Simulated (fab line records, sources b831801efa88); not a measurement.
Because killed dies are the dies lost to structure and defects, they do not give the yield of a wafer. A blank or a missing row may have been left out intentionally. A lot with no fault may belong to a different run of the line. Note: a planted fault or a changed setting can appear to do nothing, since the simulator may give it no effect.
Comparing a struck lot with a sound one    flow sky130    15 steps out of a route of 708
Sound: these wafers, L767.1, L767.5, L767.6. Wafers struck: L776.1, L776.2, L776.5. The cause comes at the end.
Per side, at each step with rows, come the tool, then ch with its chambers, and then its first start. Under that, the readings that differ: sound wafers    struck wafers    difference of the means    sigmas: that difference in standard deviations of wafers without a fault.
alike: words and numbers the same on both sides, and readings whose means are apart by under 2 such deviations; not compared: readings that were withheld, readings missing a value for some wafer, numbers with overlapping values and no deviation given by the record, and bounds like >300 which may hide the same value.
Wherever a step has rows on one side only, a row that says differs or no value, or a row with sigmas, the two part there. Non-overlapping numbers with no deviation appear without sigmas and do not part them. Lack of a reading on every wafer of one side parts them only where that side has two or more wafers.

SKY_VIA2_SPUTTER_20: material TiN, target thk 20 nm, time 80 s.
  struck on pvd-sputter-02, day 41 21:30; sound on pvd-sputter-03, day 39 23:28
  alike: chamber-pressure-pa, throttle-valve-pct
then, 1 step without rows for these wafers: SKY_VIA2_CVD_21 (deposits W, target thk 420 nm, time 126.4 s).
SKY_VIA2_RS_MEAS_22: uses a four-point probe to measure.
  struck on film-metro-04, day 41 21:41; sound on film-metro-01, day 39 23:39
  alike: VIA2_W_RS
SKY_VIA2_THK_MEAS_23: measures by xrf.
  struck on film-metro-04, day 41 21:49; sound on film-metro-01, day 39 23:46
  alike: VIA2_W_THK
SKY_VIA2_CMP_24: polishes, stops on SiO2, t overpolish 20 s, target thk 0 nm.
  sound on cmp-01 ch 1,2, day 39 23:50; struck on cmp-01 ch 0,1, day 41 21:52
  alike: edge-zone-pressure-frac, motor-current-A, overpolish-run-s, time-to-endpoint-s
SKY_METAL3_SPUTTER_00: material Ti, target thk 15 nm, time 10 s.
  struck on pvd-sputter-03, day 41 22:10; sound on pvd-sputter-04, day 40 00:08
  alike: chamber-pressure-pa, throttle-valve-pct
SKY_METAL3_SPUTTER_01: material TiN, target thk 20 nm, time 16.7 s.
  struck on pvd-sputter-03, day 41 22:11; sound on pvd-sputter-04, day 40 00:09
  alike: chamber-pressure-pa, throttle-valve-pct
SKY_METAL3_SPUTTER_02: material AlCu, target thk 735 nm, time 39.1 s.
  struck on pvd-sputter-03, day 41 22:13; sound on pvd-sputter-04, day 40 00:11
  alike: chamber-pressure-pa, throttle-valve-pct
then, 3 steps without rows for these wafers: SKY_METAL3_SPUTTER_03 (material Ti, target thk 5 nm, time 3.3 s); SKY_METAL3_SPUTTER_04 (material TiN, target thk 70 nm, time 58.3 s); SKY_CAPM_CVD_00 (deposits SiO2, target thk 15.5 nm).
SKY_CAPM_THK_MEAS_01:
  struck on film-metro-04, day 41 22:21; sound on film-metro-04, day 40 00:19
  alike: CAPM_CVD_00_THK
SKY_CAPM_SPUTTER_02: material TiN, target thk 200 nm, time 166.7 s.
  struck on pvd-sputter-04, day 41 22:25; sound on pvd-sputter-01, day 40 00:22
reading                   sound                 struck                difference  sigmas
chamber-pressure-pa (Pa)  0.3987 0.3997 0.4003  0.4340 0.4353 0.4362  +0.0356     +42
  alike: susceptor-temp-C, throttle-valve-pct
SKY_CAPM_RS_MEAS_03: uses a four-point probe to measure.
  struck on film-metro-02, day 41 22:31; sound on film-metro-02, day 40 00:29
  alike: CAPM_TIN_RS
-- the record jumps here: 8 days lie between the struck wafers' starts before and after (it left off in module CAPM and takes up again in module PAD_OPEN, whose first step shown is number 708 of the route) --
SKY_PAD_OPEN_PROBE_99:
  struck on prober-02, day 50 03:25; sound on prober-02, day 48 18:09
  alike: defect-limited-yield, killed_at_M0_to_M3, killed_at_M4_up, killed-at-contacts, killed-at-front-end, killed-at-other, killed-dies, killed-open, killed-short, sort_bin_3_pad_short, sort_bin_5_function, sort_bin_6_memory, sort-n-pass, sort-yield-pct

## WHERE THEY PART
Within this record, at SKY_CAPM_SPUTTER_02 only. Later steps at which nothing parts them and some readings are alike: SKY_CAPM_RS_MEAS_03, SKY_PAD_OPEN_PROBE_99.

WHY: what the simulator had put in
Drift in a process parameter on pvd-sputter-04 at SKY_CAPM_SPUTTER_02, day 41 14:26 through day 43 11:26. Setting chamber-pressure-pa, moved by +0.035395, from 0.4. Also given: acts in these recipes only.
